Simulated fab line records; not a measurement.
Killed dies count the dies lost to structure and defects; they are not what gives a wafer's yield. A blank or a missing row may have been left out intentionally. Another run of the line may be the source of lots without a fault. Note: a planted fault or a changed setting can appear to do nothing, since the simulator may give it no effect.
Problem report, 8D (eight disciplines) form, completed by code ; flow sky130 ; the parts of the form that need people (team, actions taken, sign-off) are left out

1. PROBLEM STATEMENT
Wafers free of any fault read 15.42 nm (standard deviation 0.23) for CAP2M_CVD_00_THK at SKY_CAP2M_THK_MEAS_01, against a mean of 10.79 nm on 6 wafers of 2 lots. Measured from the usual mean, that is -20 standard deviations.
First seen on wafer L549.3, day 44 08:10, on film_metro-03. The record holds 33 wafers of 11 lots with a number at this step. By rule, "out" or "out of limits" means more than 4 standard deviations away from the usual mean. All remaining wafers that have a number are taken as sound.

2. WHAT IT IS, AND WHAT IT ISN'T
question;is;is not
which readings at this step;CAP2M_CVD_00_THK;-
which lots;L549, L550;L532, L534, L536, L538, L539, L541, L548, L553, L555
which wafers of those lots;all that have a number;-
read on which gauges;film_metro-01, film_metro-03;film_metro-04
when;from day 44 08:10;"up to then (21 sound wafers); but 6 sound wafers of L553, L555 came after"

3. WHAT RULES OUT EACH SUSPECT
Counting: a tool at a process step up to the reading stays a suspect if it ran every lot that is out and no sound lot after the first of them.
- the gauge at SKY_CAP2M_THK_MEAS_01: ruled out. Those wafers that are out were read across 2 gauges (film_metro-01, film_metro-03).
- pecvd-04 at SKY_CAP2M_CVD_00 (deposits SiO2, target thk 15.5 nm): kept. It processed each lot that is out, first L549 at day 44 08:07, and no sound lot thereafter; up to then, the last sound lot it processed was L539 at day 42 11:29.
Left after counting: pecvd-04 at SKY_CAP2M_CVD_00.

4. THE CAUSE (what the simulator had put in)
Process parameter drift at SKY_CAP2M_CVD_00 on pecvd-04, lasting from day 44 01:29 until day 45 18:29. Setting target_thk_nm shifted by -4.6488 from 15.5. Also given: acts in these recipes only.
The count eliminated every tool but this one.

5. THE CHAIN OF EFFECTS, in route order
Each row: a reading whose mean over the struck wafers that have a number lies more than 3 standard deviations from the usual. Only readings whose record carries a usual standard deviation are examined. hours: median over the lots of the time between each lot's start at the first step of this table that gives one and its start at this step. sigmas: the change, counted in usual standard deviations.
hours;step;reading;usual;on struck wafers;change;sigmas
0;SKY_CAP2M_THK_MEAS_01;CAP2M_CVD_00_THK;15.42 nm;10.79;-4.63;-20
43;SKY_METAL4_ETCH_17;oes_product_au;0.753 a.u.;0.639;-0.114;-15
Process steps it contains:
- SKY_METAL4_ETCH_17: etches SiO2 in C4F8/O2/Ar, stops on TiN, time 3.9 s, target depth 15 nm.

6. HOW IT WOULD HAVE BEEN CAUGHT EARLIER
7 hours passed between the start of the fault at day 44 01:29 and the first reading out of limits at a measuring or inspecting step in this record, taken at day 44 08:10.
No tool reading at SKY_CAP2M_CVD_00 that has a usual standard deviation in the record was out on any struck wafer, so an alarm limit of 4 standard deviations on those readings would not have fired.
Lots out: 2; of these, L550 started SKY_CAP2M_CVD_00 on pecvd-04 after day 44 08:10. Had the tool been put on hold then, it would have been spared.
